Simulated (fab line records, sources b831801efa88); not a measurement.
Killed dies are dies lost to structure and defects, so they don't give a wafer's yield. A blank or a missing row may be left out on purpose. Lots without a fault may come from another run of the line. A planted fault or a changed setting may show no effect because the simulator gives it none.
Which tool did it? | flow gf180mcu | 7 lots, 21 wafers sampled, at 2 steps of a route of 602

WHAT THE GAUGES READ, wafer by wafer
GF_PSD_RS_MEAS_14: measures by four-point-probe.
lot  | measured     | on            | NSD_RS (ohm/sq)
L581 | day 16 01:38 | film_metro-02 | 46.04 46.06 46.00
L586 | day 17 22:02 | film_metro-01 | 46.94 46.87 46.94
L591 | day 19 13:08 | film_metro-04 | 46.03 46.02 46.16
L593 | day 20 12:35 | film_metro-02 | 46.17 46.22 46.21
L595 | day 20 23:31 | film_metro-01 | 46.05 46.06 45.99
L597 | day 21 22:44 | film_metro-02 | 46.25 46.33 46.16
L599 | day 22 06:39 | film_metro-01 | 46.05 46.09 46.16

WHICH TOOL RAN EACH LOT (tool, then ch and the chambers of the sampled wafers, then the start)
lot  | GF_NSD_IMPLANT_10
L581 | implanter-03 ch 0, day 15 03:13
L586 | implanter-02 ch 0, day 16 22:36
L591 | implanter-04 ch 0, day 18 11:52
L593 | implanter-03 ch 0, day 19 11:22
L595 | implanter-03 ch 0, day 19 23:00
L597 | implanter-04 ch 0, day 20 21:55
L599 | implanter-04 ch 0, day 21 06:07
- GF_NSD_IMPLANT_10

THE ANSWER, worked out from the rows above alone
Rule: what is usual is taken from the lots themselves. Put in order of their means at a reading, lots are off if they are a third of the lots or fewer, leave a main group of 4 or more, and stand apart from it by a gap of 3 or more times the standard deviation of the main group's means; of several such gaps the widest counts. A main group whose means are all the same, to the digits that the tables above print for the reading, isn't used. A lot without any number at a reading at which 4 lots or more have one is off too. The other lots that the step has rows for count as sound.
Off: L586, at GF_PSD_RS_MEAS_14 (NSD_RS). The main group: mean 46.11 ohm/sq, standard deviation 0.082.
A tool fits if, at a process step before that reading, it ran every lot that is off, and no sound lot after the first of them. The gauges at GF_PSD_RS_MEAS_14 are tried like those tools. One fits: implanter-02 at GF_NSD_IMPLANT_10. It ran no sound lot before its first lot that is off in this sample, so the start can't be narrowed down.

WHAT THE SIMULATOR HAD PUT IN
Process parameter drift: implanter-02, from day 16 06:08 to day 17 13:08, at GF_NSD_IMPLANT_10. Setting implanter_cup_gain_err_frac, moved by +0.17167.
Lots struck among those shown: L586. The rule above found the same.
